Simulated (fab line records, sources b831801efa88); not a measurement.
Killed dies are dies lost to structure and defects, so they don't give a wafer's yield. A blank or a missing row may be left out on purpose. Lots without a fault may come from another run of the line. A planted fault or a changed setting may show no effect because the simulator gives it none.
fab line records | flow sfq_line
record lots=5 wafers=27
route steps=325 shown M8@321
start_h: hours from the record's first day to the start of the lot's first wafer shown | wait_h: hours since the lot's step before | " the same as in the row above | L1.1+2: a row that stands for several wafers | - no value, or no start given | * or withheld: withheld | < > ~ a bound
route shown NAME@n: a module of which the file shows steps, and the number in the route of the first | usual: mean/standard deviation of fault-free wafers | same: alike in all rows | chamber/n: place in a boat | sites: the reading at each site | _std_site: their standard deviation | _edge_site: outer sites' mean less inner sites' | radius_mm: how far each site lies from the wafer's centre | mask NAME#n: copy n | behind: the tool/chamber that last shaped the wafer | hold: why the lot was held/for how many hours/how that ended | device: the transistor (n, p or np) that didn't switch | end of line: the same wafers' tests at the end of the route | a step without rows: its recipe alone | killed: dies lost to structure and defects at the first sort, not the wafer's yield | map: a wafer's dies, x killed, . not, _ none there
set.NAME: the setting as run; set.NAME@STEP: as run at that earlier step | model.NAME: the simulator's own value behind a step, which no gauge read
lots whose settings were changed on purpose; a table a step, a row a wafer
## steps
# step SFQ_TRILAYER_M8_DEP_EVAP_196
# recipe material=Au angular_spread_deg=1 target_thk_nm=180 time_s=900 power_w=2000
# columns lot.wafer tool chamber start_h wait_h set.time_s model.Au_of_TRILAYER_M8_DEP_EVAP_196.thk_nm
L074.1 pvd_sputter-02 - 1979.02 0.1 900 183
L074.2 " - " " 900 183.5
L074.3 " - " " 391.8 81.93
L074.4 " - " " 391.8 80.85
L074.5 " - " " 391.8 81.64
L074.6 " - " " 900 181.4
L076.1 pvd_sputter-02 - 1985.02 0.1 900 179.5
L076.2 " - " " 900 180.6
L076.3 " - " " 1119 223.3
L076.4 " - " " 900 179.6
L076.5 " - " " 1119 224.8
L076.6 " - " " 1119 224.3
L079.1 pvd_sputter-01 - 1993.46 0.1 1211 243.7
L079.2 " - " " 900 177.8
L079.3 " - " " 900 184.2
L079.4 " - " " 1211 242.2
L079.5 " - " " 1211 244.3
L079.6 " - " " 900 178.9
L080.1 pvd_sputter-02 - 2070.59 0.1 685.7 138.9
L080.2 " - " " 685.7 138.1
L080.3 " - " " 900 178.8
L080.4 " - " " 900 182.3
L080.5 " - " " 685.7 138
L080.6 " - " " 900 180.7
L084.1 pvd_sputter-02 - 2078.99 0.1 900 181.7
L084.4 " - " " 900 179.9
L084.5 " - " " 900 181.2
# step SFQ_M8_RS_MEAS_949
# recipe thk_meas_gauge=four-point-probe reads=Au_of_TRILAYER_M8_DEP_EVAP_196+Pt_of_TRILAYER_M8_DEP_EVAP_198+Ti_of_TRILAYER_M8_DEP_EVAP_197
# usual M8_AU_RS=0.1533/0.002
# columns lot.wafer tool chamber start_h wait_h set.time_s@TRILAYER_M8_DEP_EVAP_196 M8_AU_RS[ohm/sq]
L074.1 film_metro-03 - 1979.54 0.3 900 0.1510
L074.2 " - " " 900 0.1505
L074.3 " - " " 391.8 0.3537
L074.4 " - " " 391.8 0.3582
L074.5 " - " " 391.8 0.3534
L074.6 " - " " 900 0.1521
L076.1 film_metro-04 - 1985.54 0.3 900 0.1544
L076.2 " - " " 900 0.1535
L076.3 " - " " 1119 0.1237
L076.4 " - " " 900 0.1542
L076.5 " - " " 1119 0.1231
L076.6 " - " " 1119 0.1233
L079.1 film_metro-04 - 1993.98 0.3 1211 0.1133
L079.2 " - " " 900 0.1558
L079.3 " - " " 900 0.1501
L079.4 " - " " 1211 0.1138
L079.5 " - " " 1211 0.1129
L079.6 " - " " 900 0.1549
L080.1 film_metro-03 - 2071.17 0.3 685.7 0.1996
L080.2 " - " " 685.7 0.2016
L080.3 " - " " 900 0.1547
L080.4 " - " " 900 0.1512
L080.5 " - " " 685.7 0.2007
L080.6 " - " " 900 0.1527
L084.1 film_metro-04 - 2079.57 0.3 900 0.1524
L084.4 " - " " 900 0.1539
L084.5 " - " " 900 0.1536
# step SFQ_M8_THK_MEAS_950
# recipe thk_meas_gauge=xrf reads=Au_of_TRILAYER_M8_DEP_EVAP_196
# usual M8_AU_THK=179.0/2.6
# columns lot.wafer tool chamber start_h wait_h set.time_s@TRILAYER_M8_DEP_EVAP_196 M8_AU_THK[nm]
L074.1 film_metro-03 - 1979.66 0.1 900 179.2
L074.2 " - " " 900 179.7
L074.3 " - " " 391.8 80.3
L074.4 " - " " 391.8 79.9
L074.5 " - " " 391.8 80.4
L074.6 " - " " 900 178.1
L076.1 film_metro-04 - 1985.66 0.1 900 179.4
L076.2 " - " " 900 180.1
L076.3 " - " " 1119 221.7
L076.4 " - " " 900 179.1
L076.5 " - " " 1119 222.7
L076.6 " - " " 1119 223.2
L079.1 film_metro-04 - 1994.10 0.1 1211 241.6
L079.2 " - " " 900 175.9
L079.3 " - " " 900 182.8
L079.4 " - " " 1211 241.0
L079.5 " - " " 1211 241.7
L079.6 " - " " 900 177.9
L080.1 film_metro-03 - 2071.29 0.1 685.7 137.1
L080.2 " - " " 685.7 136.4
L080.3 " - " " 900 176.6
L080.4 " - " " 900 179.4
L080.5 " - " " 685.7 136.3
L080.6 " - " " 900 178.0
L084.1 film_metro-04 - 2079.69 0.1 900 182.2
L084.4 " - " " 900 180.7
L084.5 " - " " 900 180.6
## key
split step=SFQ_TRILAYER_M8_DEP_EVAP_196 setting=time_s stated=900 by=wafer
response step=SFQ_TRILAYER_M8_DEP_EVAP_196 reading=model.Au_of_TRILAYER_M8_DEP_EVAP_196.thk_nm change=+1.8 per=1% r=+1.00
response step=SFQ_M8_RS_MEAS_949 reading=M8_AU_RS change=-0.00267 per=1% r=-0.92
response step=SFQ_M8_THK_MEAS_950 reading=M8_AU_THK change=+1.76 per=1% r=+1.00
